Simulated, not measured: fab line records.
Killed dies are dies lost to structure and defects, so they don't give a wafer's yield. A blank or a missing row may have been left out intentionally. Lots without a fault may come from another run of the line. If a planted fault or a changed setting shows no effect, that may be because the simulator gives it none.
Which tool did it? | flow sky130 | Sampling: 11 lots, 33 wafers, 2 of 708 route steps

WHAT THE GAUGES SHOWED, per wafer
SKY_VIA3_RS_MEAS_22: measurement is done with a four-point probe.
lot  | measured     | on            | VIA3_W_RS (ohm/sq)
L479 | day 40 00:19 | film metro-01 | 0.294 0.294 0.292
L481 | day 40 11:53 | film metro-04 | 0.293 0.291 0.293
L483 | day 41 04:03 | film metro-02 | 0.299 0.298 0.299
L484 | day 41 09:19 | film metro-04 | 0.299 0.299 0.298
L486 | day 42 05:54 | film metro-01 | 0.294 0.288 0.295
L489 | day 43 21:59 | film metro-04 | 0.294 0.294 0.294
L493 | day 44 15:20 | film metro-04 | 0.300 0.295 0.295
L496 | day 45 02:14 | film metro-02 | 0.294 0.295 0.292
L498 | day 45 10:06 | film metro-02 | 0.300 0.302 0.300
L499 | day 45 12:32 | film metro-04 | 0.300 0.292 0.294
L500 | day 46 00:41 | film metro-01 | 0.292 0.296 0.296

SKY_VIA3_THK_MEAS_23: measures by xrf.
lot  | measured     | on            | VIA3_W_THK (nm)
L479 | day 40 00:25 | film metro-01 | 386 383 385
L481 | day 40 12:00 | film metro-04 | 397 404 399
L483 | day 41 04:10 | film metro-02 | 381 384 380
L484 | day 41 09:26 | film metro-04 | 387 388 390
L486 | day 42 06:01 | film metro-01 | 390 398 389
L489 | day 43 22:06 | film metro-04 | 395 395 396
L493 | day 44 15:28 | film metro-04 | 386 397 393
L496 | day 45 02:22 | film metro-02 | 389 390 390
L498 | day 45 10:11 | film metro-02 | 379 380 379
L499 | day 45 12:38 | film metro-04 | 390 400 398
L500 | day 46 00:48 | film metro-01 | 393 387 388

WHICH TOOL RAN EACH LOT (tool, then ch and the chambers of the sampled wafers, then the start)
The record shows no process step preceding these readings.

WHAT THE TOOLS THEMSELVES READ (means of the sampled wafers that have a number; where no wafer has one, the mark that the record gives instead)
The record holds no such reading with a usual standard deviation.

THE ANSWER, worked out from the rows above alone
Rule: usual is defined by the lots themselves. The widest of any qualifying gaps counts: lots, ordered by their means at a reading, are off when they make up no more than a third of the lots, leave a main group of 4 or more, and stand apart from it by 3 or more times the standard deviation of that group's means. A main group is skipped when, at the precision printed for the reading in the tables above, its means are all equal. Also off: a lot with no number at a reading for which 4 or more lots have one. Where the step has rows for the other lots, those lots are counted as sound. Order of review: gauges by route order, followed by the tools' own readings, for which a lot's mean as printed above is used. At the first step where some lot is off, the reading lying furthest off is the one used; lots without a number count as furthest.
None of the lots is off at any reading shown; this tells nothing.

WHAT THE SIMULATOR HAD INSERTED
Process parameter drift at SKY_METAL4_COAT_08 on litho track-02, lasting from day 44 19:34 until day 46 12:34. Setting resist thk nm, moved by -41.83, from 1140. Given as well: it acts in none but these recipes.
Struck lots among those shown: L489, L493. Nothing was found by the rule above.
